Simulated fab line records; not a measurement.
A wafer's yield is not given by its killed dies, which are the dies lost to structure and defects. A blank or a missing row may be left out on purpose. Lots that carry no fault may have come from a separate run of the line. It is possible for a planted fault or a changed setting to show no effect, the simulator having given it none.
fab line records | flow sfq-line
record lots=5 | wafers=15 | last-day=77
route steps=325 shown M7@285 I7@296
lots with no fault: from the same line, run without faults
start-h: start of the lot's first displayed wafer, in hours after the record's first day | wait-h: how many hours have passed since the lot's step before this one | " identical to the entry in the row above | L1.1+2: several wafers, shown together as one row | - no value, or no start was given | * or withheld: withheld | < > ~ a bound
route shown NAME@n: NAME is a module with steps in the file, n the number in the route of the first one | usual: mean/standard deviation taken from wafers without a fault | same: alike in all rows | chamber/n: place in a boat | sites: readings site by site | _std_site: their standard deviation | _edge_site: inner sites' mean taken away from outer sites' mean | radius-mm: for every site, how far away it sits from the centre of the wafer | mask NAME#n: copy n | behind: the most recent tool/chamber to have shaped the wafer | hold: the reason the lot was held/the length of the hold in hours/how it ended | device: transistor that didn't switch, given as n, p or np | end of line: the same wafers' tests at the end of the route | for a step that has no rows: nothing shown but its recipe | killed: the dies lost at the first sort to structure and to defects; this is not the yield of the wafer | map: the dies of a wafer, with x for killed, . for not killed, _ for no die there
set.NAME: setting as actually run; set.NAME@STEP: the setting as run at that earlier step | model.NAME: the simulator's own value behind a step, which no gauge read
certain route steps with their lots: each step a table, each wafer a row
services: from which hour (start-h, from the record's first day; less than 0 if before it) a tool's chamber was out of use, for how many hours, and why
## steps
# step SFQ_TRILAYER_M7_LITHO_COAT_182
# recipe resist=BARC | spin-rpm=3000 | resist-thk-nm=62
# step SFQ_TRILAYER_M7_LITHO_COAT_177
# recipe resist=KrF | spin-rpm=3000 | resist-thk-nm=600
# step SFQ_TRILAYER_M7_LITHO_SOFTBAKE_181
# recipe temp-c=withheld | time-s=withheld | resist=KrF
# step SFQ_TRILAYER_M7_LITHO_EXPOSE_178
# recipe mask-id=M7 | na=0.6 | source-shape=conventional | sigma-outer=0.65 | target-cd-nm=500 | dose-mj=14.4
# step SFQ_TRILAYER_M7_LITHO_PEB_180
# recipe peb-temp-c=115 | peb-time-s=60 | resist=KrF
# step SFQ_TRILAYER_M7_LITHO_DEVELOP_179
# recipe time-s=60 | resist=KrF
# step SFQ_M7_OVL_MEAS_945
# usual M7_OVL=3/5.4
lot.wafer | tool       | chamber | start-h | wait-h | M7_OVL[nm]
L967.4    | overlay-01 | -       | 1578.80 | 0.1    | -1
L967.5    | "          | -       | "       | "      | -1
L967.6    | "          | -       | "       | "      | -3
L968.1    | overlay-01 | -       | 1587.18 | 0.1    | 0
L968.4    | "          | -       | "       | "      | -8
L968.6    | "          | -       | "       | "      | -8
L971.2    | overlay-02 | -       | 1598.40 | 0.1    | -1
L971.4    | "          | -       | "       | "      | -2
L971.5    | "          | -       | "       | "      | -1
L973.3    | overlay-02 | -       | 1615.20 | 0.1    | 1
L973.4    | "          | -       | "       | "      | 9
L973.5    | "          | -       | "       | "      | 3
L985.1    | overlay-01 | -       | 1674.29 | 0.1    | 8
L985.3    | "          | -       | "       | "      | 13
L985.4    | "          | -       | "       | "      | 8
# step SFQ_TRILAYER_M7_BARC_OPEN_METAL_ETCH_229
# recipe mask-material=PR | chemistry=O2 | target-depth-nm=125 | target=BARC | icp-w=600 | bias-w=80 | pressure-mtorr=10 | time-s=41.7
# usual drypump-motor-current-A=5.6/0.47 | he-backside-leak-sccm=3.5/0.31 | oes-product-au=0.686/0.0045
lot.wafer | tool         | chamber | start-h | wait-h | drypump-motor-current-A | he-backside-leak-sccm | oes-product-au | rf-hours-counter-h
L967.4    | rie-metal-02 | 1       | 1578.84 | 0.0    | 5.6                     | 3.6                   | 0.682          | -
L967.5    | "            | 0       | "       | "      | 6.4                     | 3.1                   | 0.691          | -
L967.6    | "            | 1       | "       | "      | 5.6                     | 3.6                   | 0.688          | -
L968.1    | rie-metal-03 | 1       | 1587.22 | 0.0    | 5.3                     | 3.3                   | 0.689          | 13
L968.4    | "            | 1       | "       | "      | 5.3                     | 3.1                   | 0.679          | -
L968.6    | "            | 0       | "       | "      | 5.1                     | 3.8                   | 0.689          | -
L971.2    | rie-metal-02 | 0       | 1598.43 | 0.0    | 6.3                     | 3.2                   | 0.682          | 71
L971.4    | "            | 1       | "       | "      | 5.6                     | 3.6                   | 0.691          | -
L971.5    | "            | 1       | "       | "      | 5.6                     | 3.5                   | 0.683          | -
L973.3    | rie-metal-03 | 0       | 1615.25 | 0.0    | 5.1                     | 3.7                   | 0.692          | -
L973.4    | "            | 1       | "       | "      | 5.3                     | 3.3                   | 0.687          | -
L973.5    | "            | 0       | "       | "      | 5.1                     | 3.7                   | 0.689          | -
L985.1    | rie-metal-01 | 0       | 1674.32 | 0.0    | 5.0                     | 3.8                   | 0.682          | 117
L985.3    | "            | 0       | "       | "      | 5.0                     | 3.9                   | 0.685          | -
L985.4    | "            | 1       | "       | "      | 5.8                     | 3.4                   | 0.679          | -
# step SFQ_TRILAYER_M7_ETCH_METAL_ETCH_180
# recipe target=Nb | stop-on=SiO2 | mask-material=PR | chemistry=Cl2/Ar | target-depth-nm=240 | icp-w=600 | bias-w=80 | pressure-mtorr=10 | time-s=120
# usual drypump-motor-current-A=5.6/0.47 | he-backside-leak-sccm=3.5/0.36 | oes-product-au=0.895/0.0075
lot.wafer | tool         | chamber | start-h | wait-h | drypump-motor-current-A | he-backside-leak-sccm | oes-product-au | rf-hours-counter-h
L967.4    | rie-metal-02 | 1       | 1578.92 | 0.1    | 5.6                     | 3.7                   | 0.882          | -
L967.5    | "            | 0       | "       | "      | 6.3                     | 3.4                   | 0.890          | -
L967.6    | "            | 1       | "       | "      | 5.6                     | 3.6                   | 0.892          | -
L968.1    | rie-metal-03 | 1       | 1587.28 | 0.0    | 5.3                     | 3.3                   | 0.888          | 13
L968.4    | "            | 1       | "       | "      | 5.3                     | 3.3                   | 0.902          | -
L968.6    | "            | 0       | "       | "      | 5.1                     | 3.8                   | 0.885          | -
L971.2    | rie-metal-02 | 0       | 1598.49 | 0.0    | 6.3                     | 3.1                   | 0.884          | 71
L971.4    | "            | 1       | "       | "      | 5.6                     | 3.6                   | 0.885          | -
L971.5    | "            | 1       | "       | "      | 5.6                     | 3.6                   | 0.883          | -
L973.3    | rie-metal-03 | 0       | 1615.33 | 0.1    | 5.1                     | 3.7                   | 0.885          | -
L973.4    | "            | 1       | "       | "      | 5.3                     | 3.2                   | 0.883          | -
L973.5    | "            | 0       | "       | "      | 5.1                     | 3.7                   | 0.891          | -
L985.1    | rie-metal-01 | 0       | 1674.38 | 0.0    | 5.0                     | 4.0                   | 0.888          | 118
L985.3    | "            | 0       | "       | "      | 5.0                     | 4.1                   | 0.884          | -
L985.4    | "            | 1       | "       | "      | 5.9                     | 3.4                   | 0.893          | -
# step SFQ_TRILAYER_M7_STRIP_STRIP_181
# recipe gas=O2 | power-w=200 | platen-temp-c=40 | overash-fraction=0.65 | chemistry=O2 | pressure-mtorr=50
# usual drypump-motor-current-A=5.6/0.47 | he-backside-leak-sccm=3.47/0.25 | oes-product-au=1.004/0.0098
lot.wafer | tool         | chamber | start-h | wait-h | drypump-motor-current-A | he-backside-leak-sccm | oes-product-au | rf-hours-counter-h
L967.4    | rie-metal-02 | 1       | 1579.20 | 0.2    | 5.6                     | 3.59                  | 0.999          | -
L967.5    | "            | 0       | "       | "      | 6.3                     | 3.45                  | 1.006          | -
L967.6    | "            | 1       | "       | "      | 5.6                     | 3.56                  | 0.988          | -
L968.1    | rie-metal-03 | 1       | 1587.40 | 0.1    | 5.3                     | 3.27                  | 1.027          | 13
L968.4    | "            | 1       | "       | "      | 5.3                     | 3.18                  | 1.020          | -
L968.6    | "            | 0       | "       | "      | 5.1                     | 3.49                  | 1.021          | -
L971.2    | rie-metal-02 | 0       | 1598.61 | 0.1    | 6.3                     | 3.32                  | 1.006          | 71
L971.4    | "            | 1       | "       | "      | 5.6                     | 3.62                  | 1.003          | -
L971.5    | "            | 1       | "       | "      | 5.6                     | 3.54                  | 1.001          | -
L973.3    | rie-metal-03 | 0       | 1615.61 | 0.2    | 5.1                     | 3.58                  | 1.009          | -
L973.4    | "            | 1       | "       | "      | 5.3                     | 3.16                  | 1.007          | -
L973.5    | "            | 0       | "       | "      | 5.1                     | 3.57                  | 1.016          | -
L985.1    | rie-metal-01 | 0       | 1674.51 | 0.1    | 5.0                     | 3.87                  | 0.995          | 118
L985.3    | "            | 0       | "       | "      | 5.0                     | 3.68                  | 0.991          | -
L985.4    | "            | 1       | "       | "      | 5.8                     | 3.31                  | 1.005          | -
# step SFQ_TRILAYER_M7_STRIP_SOLV_CLEAN_182
# recipe chemistry=NMP | temp-c=70 | time-s=600
# step SFQ_TRILAYER_I7_DEP_PECVD_183
# recipe material=SiO2 | temp-c=150 | time-s=111.11 | pressure-torr=2.4 | rf-w=183.3 | precursor=SiH4/N2O | target-thk-nm=500
# usual heater-power-w=82/12 | throttle-valve-pct=24.5/1.1
lot.wafer | tool     | chamber | start-h | wait-h | heater-power-w | throttle-valve-pct
L967.4    | pecvd-04 | 1       | 1579.82 | 0.0    | 65             | 25.8
L967.5    | "        | 0       | "       | "      | 70             | 24.9
L967.6    | "        | 2       | "       | "      | 90             | 25.5
L968.1    | pecvd-03 | 2       | 1588.18 | 0.0    | 79             | 23.9
L968.4    | "        | 1       | "       | "      | 87             | 24.9
L968.6    | "        | 2       | "       | "      | 83             | 24.2
L971.2    | pecvd-01 | 1       | 1599.39 | 0.0    | 82             | 25.5
L971.4    | "        | 1       | "       | "      | 83             | 25.3
L971.5    | "        | 2       | "       | "      | 72             | 22.8
L973.3    | pecvd-01 | 1       | 1616.19 | 0.0    | 78             | 25.4
L973.4    | "        | 2       | "       | "      | 90             | 22.8
L973.5    | "        | 0       | "       | "      | 79             | 23.7
L985.1    | pecvd-03 | 2       | 1675.28 | 0.0    | 84             | 24.2
L985.3    | "        | 1       | "       | "      | 89             | 25.2
L985.4    | "        | 0       | "       | "      | 100            | 23.4
# step SFQ_TRILAYER_I7_CMP_CMP_184
# recipe material=SiO2 | down-force-psi=3 | platen-rpm=60 | pad-velocity-m-s=0.94248
# usual motor-current-A=9.8/0.74 | retaining-ring-pressure-frac=1.000/0.0053 | time-to-endpoint-s=215/9.9
lot.wafer | tool   | chamber | start-h | wait-h | motor-current-A | retaining-ring-pressure-frac | time-to-endpoint-s
L967.4    | cmp-02 | 2       | 1580.36 | 0.5    | 10.5            | 0.996                        | 234
L967.6    | "      | 1       | 1581.86 | 2.0    | 8.3             | 1.001                        | 223
L967.5    | "      | 2       | "       | "      | 10.2            | 0.995                        | 232
L968.4    | cmp-01 | 1       | 1590.06 | 1.8    | 9.8             | 1.011                        | 202
L968.1    | "      | 2       | "       | "      | 10.1            | 1.012                        | 224
L968.6    | "      | 1       | 1592.06 | 3.8    | 9.1             | 1.003                        | 208
L971.2    | cmp-02 | 3       | 1601.44 | 2.0    | 11.4            | 1.012                        | 205
L971.4    | "      | 0       | "       | "      | 9.5             | 0.994                        | 218
L971.5    | "      | 3       | 1603.44 | 4.0    | 11.3            | 1.008                        | 216
L973.4    | cmp-01 | 1       | 1618.07 | 1.8    | 10.1            | 1.006                        | 206
L973.3    | "      | 3       | 1619.07 | 2.8    | 9.2             | 1.008                        | 205
L973.5    | "      | 1       | 1620.07 | 3.8    | 9.5             | 1.004                        | 120
L985.1    | cmp-02 | 3       | 1678.38 | 3.1    | 11.4            | 0.995                        | 217
L985.4    | "      | 0       | "       | "      | 9.8             | 0.993                        | 228
L985.3    | "      | 2       | 1679.88 | 4.6    | 10.1            | 1.001                        | 226
# step SFQ_I7_BOW_MEAS_946
# recipe mode=bow
# usual I7_BOW=4/12
lot.wafer | tool          | chamber | start-h | wait-h | I7_BOW[um]
L967.4    | film-metro-01 | -       | 1582.92 | 2.1    | 11
L967.5    | "             | -       | "       | "      | 8
L967.6    | "             | -       | "       | "      | 4
L968.1    | film-metro-01 | -       | 1593.06 | 2.0    | 29
L968.4    | "             | -       | "       | "      | 30
L968.6    | "             | -       | "       | "      | 24
L971.2    | film-metro-01 | -       | 1603.96 | 2.0    | 0
L971.4    | "             | -       | "       | "      | -1
L971.5    | "             | -       | "       | "      | 0
L973.3    | film-metro-04 | -       | 1621.11 | 1.5    | 9
L973.4    | "             | -       | "       | "      | 3
L973.5    | "             | -       | "       | "      | 7
L985.1    | film-metro-01 | -       | 1681.38 | 2.5    | -4
L985.3    | "             | -       | "       | "      | 10
L985.4    | "             | -       | "       | "      | -1
## services
tool         | chamber | start-h | hours | kind
rie-metal-02 | -       | 1561.17 | 1.3   | repair
rie-metal-01 | -       | 1569.53 | 2.8   | pm
rie-metal-03 | 0       | 1588.09 | 4.3   | repair
rie-metal-03 | 1       | 1588.18 | 6.6   | repair
rie-metal-03 | -       | 1592.42 | 1.4   | pm
cmp-02       | -       | 1596.94 | 4.0   | pm
cmp-02       | -       | 1600.94 | -     | consumable-replace:conditioner
cmp-02       | -       | 1600.94 | -     | consumable-replace:pad
cmp-02       | -       | 1611.97 | 2.4   | repair
pecvd-03     | -       | 1623.12 | 0.5   | repair
rie-metal-02 | -       | 1632.57 | 2.8   | pm
cmp-01       | -       | 1634.00 | 1.9   | repair
rie-metal-03 | -       | 1636.12 | 0.2   | repair
cmp-02       | -       | 1637.70 | 1.0   | repair
rie-metal-01 | 1       | 1657.75 | 1.2   | repair
## key
first-sign step=SFQ_TRILAYER_I7_CMP_CMP_184 | reading=time-to-endpoint-s | direction=down | sigmas=9.6 | usual=* | struck=*
effect none on later readings
met-at SFQ_TRILAYER_I7_CMP_CMP_184
struck-wafers L973.5
fault kind=process-parameter-drift | tool=cmp-01 | chamber=- | onset-h=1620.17 | steps=SFQ_TRILAYER_I7_CMP_CMP_184 | channel=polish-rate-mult | offset=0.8 | shape=step | end-h=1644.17 | scope=struck-wafers-only
